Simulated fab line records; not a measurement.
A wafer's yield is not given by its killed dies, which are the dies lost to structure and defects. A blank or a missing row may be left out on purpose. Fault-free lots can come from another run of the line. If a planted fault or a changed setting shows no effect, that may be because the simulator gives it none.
A struck lot beside a sound one || flow sky130 || 35 out of 708 route steps
Sound: these wafers, L487.2, L487.5, L487.6. Struck: wafer L491.2 (L491.1, L491.4, from the same lot, were not struck and are left out); the cause is given at the end.
Each step with rows lists, per side, the tool, then ch with its chambers, then its first start. Under that, the readings that differ: sound wafers || struck wafers || difference of the means || sigmas: that difference in standard deviations of wafers without a fault.
alike: words and numbers the same on both sides, and readings whose means are apart by under 2 such deviations; not compared: readings that were withheld, readings missing a value for some wafer, numbers with overlapping values and no deviation given by the record, and bounds like >300 which may hide the same value.
The two part at a step that has a row with sigmas, a row that says differs or no value, or rows on one side only. Numbers that have no deviation but don't overlap get no sigmas and don't part them. A reading that every wafer of one side lacks parts them only if that side has two wafers or more.

first, 10 steps without rows for these wafers: SKY_VIA2_EXPOSE_09 (exposes mask VIM2, target cd 200 nm); SKY_VIA2_PEB_10; SKY_VIA2_DEVELOP_11 (develop time 60 s); SKY_VIA2_ETCH_14 (etches BARC in N2/H2, stops on SiO2, time 45.9 s, target depth 60 nm); SKY_VIA2_ETCH_15 (etches SiO2 in C4F8/O2/Ar, stops on TiN, target depth 546 nm, time 84 s); SKY_VIA2_STRIP_16 (strips in O2/N2); SKY_VIA2_STRIP_17 (strips in post etch residue remover, time 1200 s); SKY_VIA2_CLEAN_18 (cleans in IPA, time 180 s); SKY_VIA2_CLEAN_19 (cleans in O3/DIW); SKY_VIA2_SPUTTER_20 (material TiN, target thk 20 nm, time 80 s).
SKY_VIA2_CVD_21: deposits W, target thk 420 nm, time 126.4 s.
  sound on cvdW-01 ch 0,1, day 37 14:57; struck on cvdW-02 ch 0, day 39 10:10
  alike: heaterPowerW
  not compared: sinceWetCleanH
then, 23 steps without rows for these wafers: SKY_VIA2_CMP_24 (polishes, stops on SiO2, t overpolish 20 s, target thk 0 nm); SKY_METAL3_SPUTTER_00 (material Ti, target thk 15 nm, time 10 s); SKY_METAL3_SPUTTER_01 (material TiN, target thk 20 nm, time 16.7 s); SKY_METAL3_SPUTTER_02 (material AlCu, target thk 735 nm, time 39.1 s); SKY_METAL3_SPUTTER_03 (material Ti, target thk 5 nm, time 3.3 s); SKY_METAL3_SPUTTER_04 (material TiN, target thk 70 nm, time 58.3 s); SKY_CAPM_CVD_00 (deposits SiO2, target thk 15.5 nm); SKY_CAPM_SPUTTER_02 (material TiN, target thk 200 nm, time 166.7 s); SKY_CAPM_DEHYDRATE_05 (time 60 s); SKY_CAPM_HMDS_06 (prime time 60 s); SKY_CAPM_COAT_07 (resist thk 1140 nm); SKY_CAPM_SOFTBAKE_08 (time 60 s); SKY_CAPM_EXPOSE_09 (exposes mask CAPM, target cd 1000 nm); SKY_CAPM_PEB_10; SKY_CAPM_DEVELOP_11 (develop time 60 s); SKY_CAPM_METAL_ETCH_13 (etches TiN in Cl2/BCl3, stops on SiO2, target depth 220 nm, time 62.9 s); SKY_CAPM_STRIP_14 (strips in O2/N2); SKY_CAPM_STRIP_15 (strips in post etch residue remover, time 1200 s); SKY_CAPM_CLEAN_16 (cleans in IPA, time 180 s); SKY_CAPM_CLEAN_17 (cleans in O3/DIW); SKY_METAL3_DEHYDRATE_05 (time 60 s); SKY_METAL3_HMDS_06 (prime time 60 s); SKY_METAL3_COAT_07 (resist thk 60 nm).
-- the record jumps here: 9 days lie between the struck wafers' starts before and after (it left off in module METAL3 and takes up again in module PAD_OPEN, whose first step shown is number 708 of the route) --
SKY_PAD_OPEN_PROBE_99:
  sound: prober-01 at day 46 18:20; struck: prober-01 at day 48 07:36
{"reading": "defectLimitedYield (%)", "sound": "81.9 80.3 85.6", "struck": 74.0, "difference": -8.6, "sigmas": -4}
{"reading": "killed_at_M0_to_M3", "sound": "40 45 30", "struck": 87, "difference": "+49", "sigmas": "+7"}
{"reading": "killedDies", "sound": "89 97 71", "struck": 128, "difference": "+42", "sigmas": "+4"}
{"reading": "sort_bin_3_pad_short (%)", "sound": "1.6 0.4 1.4", "struck": 2.8, "difference": "+1.7", "sigmas": "+4"}
{"reading": "sort_bin_5_function (%)", "sound": "9.1 11.4 7.7", "struck": 15.0, "difference": "+5.6", "sigmas": "+4"}
{"reading": "sortNPass", "sound": "403 395 421", "struck": 364, "difference": -42, "sigmas": -4}
{"reading": "sortYieldPct (%)", "sound": "81.9 80.3 85.6", "struck": 74.0, "difference": -8.6, "sigmas": -4}
{"reading": "model.etest.tester.sortNPass", "sound": "403 395 421", "struck": 364, "difference": -42, "sigmas": ""}
{"reading": "model.etest.tester.sortYieldPct (%)", "sound": "81.91 80.28 85.57", "struck": 73.98, "difference": -8.61, "sigmas": ""}
{"reading": "model.etest.tester.sort_bin_5_pct (%)", "sound": "9.146 11.38 7.724", "struck": 15.04, "difference": "+5.62", "sigmas": ""}
{"reading": "model.etest.tester.sort_bin_3_pct (%)", "sound": "1.626 0.4065 1.423", "struck": 2.846, "difference": "+1.694", "sigmas": ""}
  alike: killed_at_M4_up, killedAtContacts, killedAtFrontEnd, killedAtOther, killedOnRim, killedOpen, killedShort, sort_bin_6_memory

## WHERE THEY PART
Only at SKY_PAD_OPEN_PROBE_99, within this record.

WHY: what the simulator had put in
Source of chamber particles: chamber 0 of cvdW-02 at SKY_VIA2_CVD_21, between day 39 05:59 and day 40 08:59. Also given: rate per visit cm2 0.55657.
